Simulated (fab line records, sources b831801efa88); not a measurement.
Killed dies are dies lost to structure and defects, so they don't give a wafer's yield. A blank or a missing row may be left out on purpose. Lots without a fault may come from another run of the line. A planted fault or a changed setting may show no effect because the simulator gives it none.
Which tool did it? | flow gf180mcu | 11 lots, 33 wafers sampled, at 5 steps of a route of 602

WHAT THE GAUGES READ, wafer by wafer
GF_PASSIVATION_THK_MEAS_01.
lot  | measured     | on            | PASSIVATION_CVD_00_THK (nm)
L171 | day 28 18:38 | film_metro-04 | 1001 995 1014
L173 | day 29 01:40 | film_metro-04 | 1009 1003 1016
L180 | day 31 07:02 | film_metro-03 | 1088 1008 1009
L182 | day 31 13:07 | film_metro-03 | 997 1010 1009
L183 | day 31 22:19 | film_metro-04 | 994 1003 1009
L186 | day 32 21:38 | film_metro-04 | 981 1012 993
L187 | day 32 23:58 | film_metro-03 | 1004 1009 1016
L190 | day 33 16:55 | film_metro-03 | 996 1000 989
L189 | day 33 17:52 | film_metro-01 | 998 1003 1011
L192 | day 34 02:39 | film_metro-01 | 984 1004 1002
L193 | day 34 06:52 | film_metro-03 | 991 1001 1001

GF_PASSIVATION_THK_MEAS_03.
lot  | measured     | on            | PASSIVATION_CVD_02_THK (nm)
L171 | day 28 18:59 | film_metro-01 | 685 691 702
L173 | day 29 02:03 | film_metro-01 | 696 694 699
L180 | day 31 07:23 | film_metro-03 | 687 681 694
L182 | day 31 13:28 | film_metro-04 | 696 703 699
L183 | day 31 22:40 | film_metro-04 | 691 709 706
L186 | day 32 21:59 | film_metro-03 | 690 693 706
L187 | day 33 00:19 | film_metro-01 | 693 709 700
L190 | day 33 17:16 | film_metro-01 | 679 689 683
L189 | day 33 18:13 | film_metro-03 | 693 696 710
L192 | day 34 03:00 | film_metro-03 | 689 689 692
L193 | day 34 07:13 | film_metro-03 | 686 687 701

WHICH TOOL RAN EACH LOT (tool, then ch and the chambers of the sampled wafers, then the start)
lot  | GF_TOP_METAL_SPUTTER_00      | GF_TOP_METAL_SPUTTER_02      | GF_PASSIVATION_CVD_00
L171 | pvd_sputter-04, day 27 19:13 | pvd_sputter-04, day 27 19:21 | pecvd-03 ch 0,2, day 28 18:34
L173 | pvd_sputter-04, day 28 05:12 | pvd_sputter-04, day 28 05:20 | pecvd-04 ch 0,1, day 29 01:35
L180 | pvd_sputter-04, day 30 11:53 | pvd_sputter-04, day 30 12:01 | pecvd-04 ch 0,1,2, day 31 06:58
L182 | pvd_sputter-04, day 30 18:11 | pvd_sputter-04, day 30 18:19 | pecvd-03 ch 1,2, day 31 13:02
L183 | pvd_sputter-02, day 31 04:07 | pvd_sputter-02, day 31 04:15 | pecvd-02 ch 0,2, day 31 22:15
L186 | pvd_sputter-02, day 32 04:41 | pvd_sputter-02, day 32 04:49 | pecvd-03 ch 1,2, day 32 21:32
L187 | pvd_sputter-02, day 32 07:23 | pvd_sputter-02, day 32 07:31 | pecvd-02 ch 0,1,2, day 32 23:53
L190 | pvd_sputter-02, day 33 00:09 | pvd_sputter-02, day 33 00:17 | pecvd-03 ch 0,1,2, day 33 16:50
L189 | pvd_sputter-02, day 33 01:11 | pvd_sputter-02, day 33 01:19 | pecvd-02 ch 0,1, day 33 17:45
L192 | pvd_sputter-04, day 33 09:52 | pvd_sputter-04, day 33 10:00 | pecvd-02 ch 0,1,2, day 34 02:34
L193 | pvd_sputter-04, day 33 14:25 | pvd_sputter-04, day 33 14:34 | pecvd-03 ch 0,1,2, day 34 06:47
- GF_TOP_METAL_SPUTTER_00: material Ti, target thk 37.5 nm, time 150 s.
- GF_TOP_METAL_SPUTTER_02: material AlCu, target thk 900 nm, time 47.82 s.
- GF_PASSIVATION_CVD_00: deposits SiO2 from TEOS, target thk 1000 nm, time 111.95 s.

WHAT THE TOOLS THEMSELVES READ (means of the sampled wafers that have a number; where no wafer has one, the mark that the record gives instead)
GF_TOP_METAL_SPUTTER_00.
lot  | tool           | throttle_valve_pct (%)
L171 | pvd_sputter-04 | 30.1
L173 | pvd_sputter-04 | 30.1
L180 | pvd_sputter-04 | 30.1
L182 | pvd_sputter-04 | 30.2
L183 | pvd_sputter-02 | 31.0
L186 | pvd_sputter-02 | 29.5
L187 | pvd_sputter-02 | 30.8
L190 | pvd_sputter-02 | 30.6
L189 | pvd_sputter-02 | 29.4
L192 | pvd_sputter-04 | 29.9
L193 | pvd_sputter-04 | 30.2

GF_TOP_METAL_SPUTTER_02.
lot  | tool           | throttle_valve_pct (%)
L171 | pvd_sputter-04 | 30.1
L173 | pvd_sputter-04 | 30.0
L180 | pvd_sputter-04 | 29.8
L182 | pvd_sputter-04 | 30.0
L183 | pvd_sputter-02 | 31.1
L186 | pvd_sputter-02 | 29.6
L187 | pvd_sputter-02 | 30.8
L190 | pvd_sputter-02 | 30.3
L189 | pvd_sputter-02 | 29.3
L192 | pvd_sputter-04 | 30.2
L193 | pvd_sputter-04 | 30.2

GF_PASSIVATION_CVD_00.
lot  | tool     | heater_power_w (W) | run_length_s (s)
L171 | pecvd-03 | 773                | 140.1
L173 | pecvd-04 | 688                | 140.6
L180 | pecvd-04 | 632                | 143.5
L182 | pecvd-03 | 745                | 139.5
L183 | pecvd-02 | 699                | 139.9
L186 | pecvd-03 | 693                | 139.7
L187 | pecvd-02 | 639                | 139.9
L190 | pecvd-03 | 772                | 139.9
L189 | pecvd-02 | 699                | 139.5
L192 | pecvd-02 | 728                | 139.4
L193 | pecvd-03 | 690                | 139.9

THE ANSWER, worked out from the rows above alone
Rule: what is usual is taken from the lots themselves. Put in order of their means at a reading, lots are off if they are a third of the lots or fewer, leave a main group of 4 or more, and stand apart from it by a gap of 3 or more times the standard deviation of the main group's means; of several such gaps the widest counts. A main group whose means are all the same, to the digits that the tables above print for the reading, isn't used. A lot without any number at a reading at which 4 lots or more have one is off too. The other lots that the step has rows for count as sound. The gauges are gone through in route order, then the tools' own readings, and for those a lot's mean is taken as printed above. The first step at which some lot is off is used, and at that step the reading that is off furthest; a lot without a number counts as furthest.
Off: L180, at GF_PASSIVATION_THK_MEAS_01 (PASSIVATION_CVD_00_THK). The main group: mean 1002 nm, standard deviation 5.2.
A tool fits if, at a process step before that reading, it ran every lot that is off, and no sound lot after the first of them. The gauges at GF_PASSIVATION_THK_MEAS_01 aren't tried: what is off there is off at GF_PASSIVATION_CVD_00 too, on other tools, and a gauge's error can't cause that. One fits: pecvd-04 at GF_PASSIVATION_CVD_00. Its last sound lot is L173 (day 29 01:35), its first lot that is off L180 (day 31 06:58): a fault that began between those two fits.
The tool's own readings at GF_PASSIVATION_CVD_00 bear it out: on the lots that are off they differ by more than 5 times the standard deviation of the sound lots' means. run_length_s reads 143.5 s there against 139.8 s on the sound lots.

WHAT THE SIMULATOR HAD PUT IN
Process parameter drift: pecvd-04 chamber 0, from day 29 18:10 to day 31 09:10, at GF_PASSIVATION_CVD_00. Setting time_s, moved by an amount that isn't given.
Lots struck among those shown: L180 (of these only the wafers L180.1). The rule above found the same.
